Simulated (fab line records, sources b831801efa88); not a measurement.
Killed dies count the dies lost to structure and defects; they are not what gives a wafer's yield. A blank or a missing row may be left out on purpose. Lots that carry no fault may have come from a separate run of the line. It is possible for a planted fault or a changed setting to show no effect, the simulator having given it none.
fab line records ; flow gf180mcu
record lots=15; wafers=45; last-day=34
route steps=602 shown M3@425 V3@431 M4@461
lots that met no fault: taken from a fault-free run of the same line
start-h: hours from the record's first day to the start of the lot's first wafer shown ; wait-h: time in hours since the lot's previous step ; " identical to the entry in the row above ; L1.1+2: several wafers, shown together as one row ; - value missing, or start not given ; * or withheld: withheld ; < > ~ a bound
route shown NAME@n: names a module that has steps shown in the file, with the first one's number in the route ; usual: mean/standard deviation taken from wafers without a fault ; same: alike in all rows ; chamber/n: place in a boat ; sites: each site's reading ; _std_site: their standard deviation ; _edge_site: mean of outer sites minus mean of inner sites ; radius-mm: for every site, how far away it sits from the centre of the wafer ; mask NAME#n: copy n ; behind: the tool/chamber that last shaped the wafer ; hold: reason for holding the lot/hours on hold/outcome of the hold ; device: which transistor (n, p or np) failed to switch ; end of line: tests run on the same wafers once the route is complete ; step lacking rows: just its recipe ; killed: dies lost to structure and defects at the first sort, not the wafer's yield ; map: a wafer's dies, marking killed ones x, the rest . and places with no die _
set.NAME: the setting that was run; set.NAME@STEP: the one run at that earlier step ; model.NAME: the simulator's own value behind a step, which no gauge read
one table for each step of the route and one row for each wafer, over a sample of lots
services: when a tool's chamber went out of use (start-h, in hours from the record's first day, below 0 if earlier), for how many hours, and the reason
## steps
# step GF_M3_METAL_ETCH_16
# recipe chemistry=Cl2/BCl3; mask-material=KrF; target-depth-nm=627.5; stop-on=SiO2; pressure-mtorr=8; icp-w=800; bias-w=140; Cl2_flow_sccm=80; bcl3-flow-sccm=40; time-s=104.6
# usual bcl3-flow-sccm=40.02/0.12; drypump-motor-current-A=5.6/0.43; mfc-cl2-sccm=80.01/0.21; oes-product-au=0.970/0.0052; throttle-valve-pct=28.252/0.009
# same time-s=104.6
lot.wafer;tool;chamber;start-h;wait-h;bcl3-flow-sccm;drypump-motor-current-A;mfc-cl2-sccm;oes-product-au;rf-hours-counter-h;throttle-valve-pct
L475.3;rie-metal-01;0;511.35;0.1;39.94;5.5;80.36;0.974;-;28.249
L475.4;rie-metal-01;1;511.35;0.1;40.08;5.3;79.64;0.964;-;28.249
L475.6;rie-metal-01;0;511.35;0.1;40.07;5.5;80.38;0.966;-;28.242
L476.1;rie-metal-02;0;513.31;0.0;39.89;6.5;79.99;0.973;11;28.253
L476.3;rie-metal-02;1;513.31;0.0;40.03;5.7;80.40;0.969;-;28.251
L476.6;rie-metal-02;0;513.31;0.0;40.19;6.5;80.06;0.975;-;28.257
L477.1;rie-metal-02;0;517.86;0.0;39.85;6.5;80.05;0.968;11;28.244
L477.2;rie-metal-02;1;517.86;0.0;39.83;5.7;79.76;0.957;8;28.254
L477.3;rie-metal-02;1;517.86;0.0;40.09;5.7;80.05;0.963;-;28.245
L478.1;rie-metal-04;1;533.37;0.0;39.98;5.5;80.10;0.970;10;28.262
L478.2;rie-metal-04;0;533.37;0.0;40.07;5.1;80.04;0.972;1;28.269
L478.3;rie-metal-04;0;533.37;0.0;40.03;5.0;79.74;0.965;-;28.257
L479.1;rie-metal-01;1;543.86;0.0;39.83;5.3;79.97;0.966;2;28.245
L479.2;rie-metal-01;0;543.86;0.0;39.96;5.5;79.63;0.968;11;28.263
L479.3;rie-metal-01;0;543.86;0.0;40.03;5.5;79.86;0.978;-;28.251
L481.2;rie-metal-01;1;554.17;0.0;40.15;5.3;80.17;0.972;2;28.241
L481.3;rie-metal-01;1;554.17;0.0;40.14;5.3;79.73;0.973;-;28.230
L481.4;rie-metal-01;0;554.17;0.0;39.97;5.5;80.04;0.971;-;28.262
L482.1;rie-metal-04;0;562.81;0.0;40.08;5.0;79.81;0.969;2;28.251
L482.3;rie-metal-04;1;562.81;0.0;40.04;5.5;79.74;0.972;-;28.259
L482.4;rie-metal-04;0;562.81;0.0;40.02;5.0;79.59;0.969;-;28.257
L483.2;rie-metal-02;1;570.71;0.1;40.09;5.7;80.12;0.970;-;28.246
L483.3;rie-metal-02;1;570.71;0.1;40.01;5.7;79.74;0.973;-;28.252
L483.5;rie-metal-02;1;570.71;0.1;40.12;5.7;79.81;0.963;-;28.244
L484.1;rie-metal-01;0;576.37;0.0;40.08;5.5;79.87;0.972;12;28.269
L484.2;rie-metal-01;1;576.37;0.0;40.00;5.3;80.33;0.968;3;28.263
L484.3;rie-metal-01;1;576.37;0.0;39.80;5.3;80.48;0.963;-;28.238
L487.3;rie-metal-04;1;595.71;0.1;40.26;5.6;80.06;0.971;-;28.266
L487.4;rie-metal-04;0;595.71;0.1;39.74;5.0;79.99;0.973;-;28.257
L487.6;rie-metal-04;1;595.71;0.1;40.19;5.5;80.29;0.960;-;28.247
L488.3;rie-metal-04;1;607.56;0.1;40.08;5.6;80.07;0.967;-;28.254
L488.5;rie-metal-04;1;607.56;0.1;40.21;5.5;79.97;0.969;-;28.247
L488.6;rie-metal-04;0;607.56;0.1;40.15;5.0;80.11;0.980;-;28.249
L494.1;rie-metal-02;1;645.90;0.0;40.01;5.7;80.05;0.976;13;28.258
L494.3;rie-metal-02;1;645.90;0.0;39.97;5.7;79.72;0.966;-;28.248
L494.4;rie-metal-02;0;645.90;0.0;40.00;6.5;79.77;0.974;-;28.254
L495.1;rie-metal-04;0;654.95;0.0;40.19;5.0;80.26;0.962;5;28.242
L495.3;rie-metal-04;0;654.95;0.0;40.03;5.0;80.04;0.977;-;28.243
L495.5;rie-metal-04;0;654.95;0.0;40.07;5.0;80.29;0.970;-;28.253
L496.1;rie-metal-01;0;657.46;0.0;39.85;5.5;79.86;0.967;1;28.244
L496.2;rie-metal-01;1;657.46;0.0;40.11;5.3;80.05;0.968;7;28.237
L496.4;rie-metal-01;0;657.46;0.0;39.90;5.5;79.67;0.972;-;28.260
L497.3;rie-metal-02;0;662.15;0.1;40.04;6.5;80.25;0.971;-;28.234
L497.5;rie-metal-02;1;662.15;0.1;40.05;5.7;79.84;0.986;-;28.251
L497.6;rie-metal-02;0;662.15;0.1;40.14;6.5;79.93;0.986;-;28.239
# step GF_V3_CVD_02
# recipe material=SiO2; target-thk-nm=850; precursor=TEOS; temp-c=400; time-s=94.851; rf-w=600
# usual heater-power-outer-w=418/72; heater-power-w=720/110
# same time-s=94.851
lot.wafer;tool;chamber;start-h;wait-h;heater-power-outer-w;heater-power-w
L475.3;pecvd-02;0;512.09;0.0;508;891
L475.4;pecvd-02;2;512.09;0.0;357;579
L475.6;pecvd-02;1;512.09;0.0;385;686
L476.1;pecvd-03;2;514.09;0.1;413;681
L476.3;pecvd-03;1;514.09;0.1;477;870
L476.6;pecvd-03;2;514.09;0.1;301;529
L477.1;pecvd-02;1;518.64;0.1;486;866
L477.2;pecvd-02;0;518.64;0.1;566;965
L477.3;pecvd-02;2;518.64;0.1;390;634
L478.1;pecvd-03;0;534.55;0.1;384;720
L478.2;pecvd-03;1;534.55;0.1;411;769
L478.3;pecvd-03;2;534.55;0.1;405;681
L479.1;pecvd-03;0;545.07;0.1;406;724
L479.2;pecvd-03;1;545.07;0.1;461;830
L479.3;pecvd-03;2;545.07;0.1;379;660
L481.2;pecvd-02;0;555.06;0.0;542;885
L481.3;pecvd-02;2;555.06;0.0;357;593
L481.4;pecvd-02;0;555.06;0.0;553;942
L482.1;pecvd-01;1;564.09;0.1;300;591
L482.3;pecvd-01;0;564.09;0.1;358;589
L482.4;pecvd-01;1;564.09;0.1;334;628
L483.2;pecvd-01;2;571.60;0.0;398;641
L483.3;pecvd-01;0;571.60;0.0;352;595
L483.5;pecvd-01;2;571.60;0.0;419;679
L484.1;pecvd-02;1;577.18;0.1;460;779
L484.2;pecvd-02;0;577.18;0.1;513;874
L484.3;pecvd-02;2;577.18;0.1;457;745
L487.3;pecvd-01;0;596.45;0.0;382;617
L487.4;pecvd-01;1;596.45;0.0;319;616
L487.6;pecvd-01;0;596.45;0.0;424;658
L488.3;pecvd-01;0;608.39;0.0;420;673
L488.5;pecvd-01;0;608.39;0.0;438;698
L488.6;pecvd-01;2;608.39;0.0;343;562
L494.1;pecvd-02;0;646.68;0.1;568;948
L494.3;pecvd-02;2;646.68;0.1;475;756
L494.4;pecvd-02;1;646.68;0.1;454;788
L495.1;pecvd-02;1;655.77;0.1;485;807
L495.3;pecvd-02;0;655.77;0.1;439;760
L495.5;pecvd-02;1;655.77;0.1;397;688
L496.1;pecvd-03;2;658.27;0.1;385;633
L496.2;pecvd-03;1;658.27;0.1;423;804
L496.4;pecvd-03;2;658.27;0.1;395;690
L497.3;pecvd-01;2;662.89;0.0;373;609
L497.5;pecvd-01;0;662.89;0.0;424;686
L497.6;pecvd-01;2;662.89;0.0;396;667
# step GF_V3_STRIP_19
# recipe chemistry=post-etch-residue-remover; time-s=1200; temp-c=72.5
# usual bath-guard-temp-C=72.7/0.51; bath-heat-duty-pct=14.6/1.4; time-s=1200/0
lot.wafer;tool;chamber;start-h;wait-h;bath-guard-temp-C;bath-heat-duty-pct;time-s
L475.3;wet-bench-03;1;535.90;0.0;72.3;12.5;1200
L475.4;wet-bench-03;1;535.90;0.0;72.3;14.4;1200
L475.6;wet-bench-03;1;535.90;0.0;72.6;14.8;1200
L476.1;wet-bench-04;2;538.00;0.1;73.2;13.7;1200
L476.3;wet-bench-04;2;538.00;0.1;72.9;12.8;1200
L476.6;wet-bench-04;2;538.00;0.1;73.6;14.0;1200
L477.1;wet-bench-03;2;542.15;0.1;73.4;14.2;1200
L477.2;wet-bench-03;2;542.15;0.1;73.5;13.9;1200
L477.3;wet-bench-03;2;542.15;0.1;73.3;15.0;1200
L478.1;wet-bench-04;3;558.44;0.1;72.0;15.6;1200
L478.2;wet-bench-04;3;558.44;0.1;72.5;15.4;1200
L478.3;wet-bench-04;3;558.44;0.1;72.6;16.8;1200
L479.1;wet-bench-02;1;568.10;0.1;72.2;15.2;1200
L479.2;wet-bench-02;1;568.10;0.1;72.7;16.2;1200
L479.3;wet-bench-02;1;568.10;0.1;72.5;16.3;1200
L481.2;wet-bench-02;0;576.95;0.1;73.0;12.2;1200
L481.3;wet-bench-02;0;576.95;0.1;73.5;13.4;1200
L481.4;wet-bench-02;0;576.95;0.1;73.3;12.1;1200
L482.1;wet-bench-02;2;585.80;0.1;72.5;12.2;1200
L482.3;wet-bench-02;2;585.80;0.1;72.2;14.8;1200
L482.4;wet-bench-02;2;585.80;0.1;72.3;14.1;1200
L483.2;wet-bench-02;2;593.50;0.1;72.4;12.8;1200
L483.3;wet-bench-02;2;593.50;0.1;72.3;13.1;1200
L483.5;wet-bench-02;2;593.50;0.1;72.2;14.1;1200
L484.1;wet-bench-04;2;598.95;0.1;73.1;13.8;1200
L484.2;wet-bench-04;2;598.95;0.1;73.0;14.7;1200
L484.3;wet-bench-04;2;598.95;0.1;72.9;14.0;1200
L487.3;wet-bench-04;3;617.75;0.0;72.0;16.7;1200
L487.4;wet-bench-04;3;617.75;0.0;72.1;16.5;1200
L487.6;wet-bench-04;3;617.75;0.0;72.4;15.4;1200
L488.3;wet-bench-03;0;629.85;0.0;72.9;15.1;1200
L488.5;wet-bench-03;0;629.85;0.0;73.0;14.5;1200
L488.6;wet-bench-03;0;629.85;0.0;73.0;14.2;1200
L494.1;wet-bench-02;1;667.15;0.1;-;-;-
L494.3;wet-bench-02;1;667.15;0.1;-;-;-
L494.4;wet-bench-02;1;667.15;0.1;-;-;-
L495.1;wet-bench-04;3;676.00;0.1;-;-;-
L495.3;wet-bench-04;3;676.00;0.1;-;-;-
L495.5;wet-bench-04;3;676.00;0.1;-;-;-
L496.1;wet-bench-03;0;678.15;0.1;-;-;-
L496.2;wet-bench-03;0;678.15;0.1;-;-;-
L496.4;wet-bench-03;0;678.15;0.1;-;-;-
L497.3;wet-bench-03;2;683.26;0.0;73.1;14.5;1200
L497.5;wet-bench-03;2;683.26;0.0;73.3;15.6;1200
L497.6;wet-bench-03;2;683.26;0.0;73.5;15.4;1200
# step GF_M4_RS_MEAS_05
# recipe thk-meas-gauge=four-point-probe; reads=TiN_of_M4_SPUTTER_04+Ti_of_M4_SPUTTER_03+AlCu_of_M4_SPUTTER_02+TiN_of_M4_SPUTTER_01+Ti_of_M4_SPUTTER_00
# usual M4_ALCU_RS=0.0692/0.00078
lot.wafer;tool;chamber;start-h;wait-h;M4_ALCU_RS[ohm/sq]
L475.3;film-metro-03;-;537.29;0.1;0.0691
L475.4;film-metro-03;-;537.29;0.1;0.0694
L475.6;film-metro-03;-;537.29;0.1;0.0690
L476.1;film-metro-03;-;539.78;0.0;0.0704
L476.3;film-metro-03;-;539.78;0.0;0.0691
L476.6;film-metro-03;-;539.78;0.0;0.0701
L477.1;film-metro-04;-;543.59;0.0;0.0689
L477.2;film-metro-04;-;543.59;0.0;0.0688
L477.3;film-metro-04;-;543.59;0.0;0.0709
L478.1;film-metro-02;-;560.19;0.0;0.0698
L478.2;film-metro-02;-;560.19;0.0;0.0694
L478.3;film-metro-02;-;560.19;0.0;0.0707
L479.1;film-metro-03;-;569.49;0.0;0.0681
L479.2;film-metro-03;-;569.49;0.0;0.0680
L479.3;film-metro-03;-;569.49;0.0;0.0683
L481.2;film-metro-03;-;578.36;0.0;0.0696
L481.3;film-metro-03;-;578.36;0.0;0.0695
L481.4;film-metro-03;-;578.36;0.0;0.0697
L482.1;film-metro-02;-;587.16;0.0;0.0687
L482.3;film-metro-02;-;587.16;0.0;0.0684
L482.4;film-metro-02;-;587.16;0.0;0.0690
L483.2;film-metro-03;-;594.87;0.0;0.0694
L483.3;film-metro-03;-;594.87;0.0;0.0695
L483.5;film-metro-03;-;594.87;0.0;0.0708
L484.1;film-metro-03;-;600.30;0.0;0.0694
L484.2;film-metro-03;-;600.30;0.0;0.0688
L484.3;film-metro-03;-;600.30;0.0;0.0683
L487.3;film-metro-03;-;619.14;0.1;0.0685
L487.4;film-metro-03;-;619.14;0.1;0.0679
L487.6;film-metro-03;-;619.14;0.1;0.0694
L488.3;film-metro-02;-;631.24;0.1;0.0697
L488.5;film-metro-02;-;631.24;0.1;0.0700
L488.6;film-metro-02;-;631.24;0.1;0.0697
L494.1;film-metro-03;-;669.28;0.0;0.0685
L494.3;film-metro-03;-;669.28;0.0;0.0684
L494.4;film-metro-03;-;669.28;0.0;0.0678
L495.1;film-metro-02;-;677.35;0.0;0.0692
L495.3;film-metro-02;-;677.35;0.0;0.0681
L495.5;film-metro-02;-;677.35;0.0;0.0685
L496.1;film-metro-03;-;679.59;0.0;0.0684
L496.2;film-metro-03;-;679.59;0.0;0.0694
L496.4;film-metro-03;-;679.59;0.0;0.0686
L497.3;film-metro-03;-;684.66;0.1;0.0712
L497.5;film-metro-03;-;684.66;0.1;0.0699
L497.6;film-metro-03;-;684.66;0.1;0.0707
## services
tool;chamber;start-h;hours;kind
pecvd-01;-;488.37;1.3;repair
pecvd-01;2;513.18;6.6;repair
rie-metal-02;0;538.53;-;clean
rie-metal-02;0;538.53;33.5;scheduled-down
rie-metal-02;0;538.53;33.5;vent-cycle
pecvd-02;-;572.57;2.8;pm
rie-metal-02;-;575.58;1.1;repair
rie-metal-01;0;584.44;-;clean
rie-metal-01;0;584.44;33.5;scheduled-down
rie-metal-01;0;584.44;33.5;vent-cycle
wet-bench-04;-;585.17;5.4;repair
wet-bench-03;-;590.35;1.9;pm
pecvd-03;-;591.12;14.0;pm
pecvd-03;0;591.12;14.0;vent-cycle
pecvd-03;1;591.12;14.0;vent-cycle
pecvd-03;2;591.12;14.0;vent-cycle
pecvd-03;0;605.12;-;clean
pecvd-03;1;605.12;-;clean
rie-metal-02;-;609.39;0.9;repair
rie-metal-02;0;611.51;9.4;repair
rie-metal-02;-;612.84;2.8;pm
pecvd-02;0;624.33;6.1;repair
rie-metal-04;-;631.90;15.6;pm
rie-metal-01;1;682.49;1.3;repair
## key
first-sign step=GF_V3_STRIP_19; reading=tool-record; direction=missing
effect none on later readings
met-at GF_V3_STRIP_19
struck-lots L494,L495,L496
sort-left-out L494.1,L494.3,L494.4,L495.1,L495.3,L495.5,L496.1,L496.2,L496.4
not-acting-at GF_M3_METAL_ETCH_16,GF_V3_CVD_02,GF_M4_RS_MEAS_05
onset-between 629.85 667.15
fault kind=skipped-step-whole; tool=wet-bench-02,wet-bench-03,wet-bench-04; chamber=-; onset-h=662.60; steps=GF_V3_STRIP_19; scope=struck-lots-only
# sort-left-out: the simulated sort isn't trusted on such a fault, so these wafers' sort isn't shown, and their yield isn't known
